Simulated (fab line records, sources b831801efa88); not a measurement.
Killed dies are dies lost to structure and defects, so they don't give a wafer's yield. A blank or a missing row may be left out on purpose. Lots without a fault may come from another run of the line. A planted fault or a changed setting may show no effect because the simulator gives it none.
Problem report in the 8D (eight disciplines) form, filled by code | flow gf180mcu | the parts of the form that need people (team, actions taken, sign-off) are left out

1. THE PROBLEM
STI_CVD_23_THK at GF_STI_THK_MEAS_24 reads a mean of 606 nm on 5 wafers of 3 lots; wafers without a fault read 647 nm with a standard deviation of 5.6. That is -7.3 standard deviations from the usual mean.
First seen on wafer L920.3, day 3 06:14, on film_metro-01. The record holds 42 wafers of 14 lots with a number at this step. Rule for "out", or "out of limits": more than 4 standard deviations from the usual mean. The other wafers with a number count as sound.

2. WHAT IT IS AND WHAT IT IS NOT
question                    | is                                     | is not
which readings at this step | STI_CVD_23_THK                         | -
which lots                  | L920, L923, L924                       | L915, L916, L917, L918, L919, L930, L934, L935, L936, L937, L938
which wafers of those lots  | L920.3, L920.6, L923.3, L924.3, L924.6 | L920.5, L923.1, L923.2, L924.5
read on which gauges        | film_metro-01, film_metro-02           | film_metro-04
when                        | from day 3 06:14                       | up to then (16 sound wafers); but 21 sound wafers of L923, L924, L930, L934, L935, L936, L937, L938 came after

3. SUSPECTS, AND WHAT RULES EACH OUT
Counting: a tool at a process step up to the reading stays a suspect if it ran every lot that is out. Sound lots after the first of them don't rule it out here, since some wafers of a struck lot are sound.
- the gauge at GF_STI_THK_MEAS_24: ruled out. The wafers that are out were read on 2 gauges (film_metro-01, film_metro-02).
- hdpcvd-01 at GF_STI_CVD_23 (deposits SiO2, target thk 650 nm, time 108.3 s): kept. It ran every lot that is out, first L920 (day 3 06:08); its last sound lot up to then is L919 (day 3 02:35).
Left after counting: hdpcvd-01 at GF_STI_CVD_23.

4. THE CAUSE (what the simulator had put in)
Process parameter drift: hdpcvd-01, from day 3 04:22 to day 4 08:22, at GF_STI_CVD_23. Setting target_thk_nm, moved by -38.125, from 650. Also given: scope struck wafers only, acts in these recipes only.
Counting left only this tool.

5. THE CHAIN OF EFFECTS, in route order
Each row: a reading whose mean over the struck wafers that have a number lies more than 3 standard deviations from the usual. Only readings for which the record gives a usual standard deviation are gone through. hours: the time from each lot's start at the first step in this table that gives one to its start at this step, as a median over the lots. sigmas: the change in usual standard deviations.
hours | step               | reading        | usual  | on struck wafers | change | sigmas
0     | GF_STI_THK_MEAS_24 | STI_CVD_23_THK | 647 nm | 606              | -41    | -7.3
Later measuring or inspecting steps at which every struck wafer that the step has a row for has a number for every such reading, and none has moved that far: GF_LVPWELL_TW_MEAS_11.

6. WHAT WOULD HAVE CAUGHT IT SOONER
In this record the first reading out of limits at a measuring or inspecting step was taken at day 3 06:14, 2 hours after the fault began at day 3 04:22.
Of the lots that are out (3), L923, L924 began GF_STI_CVD_23 on hdpcvd-01 after day 3 06:14. A hold on the tool at that time would have spared those 2.
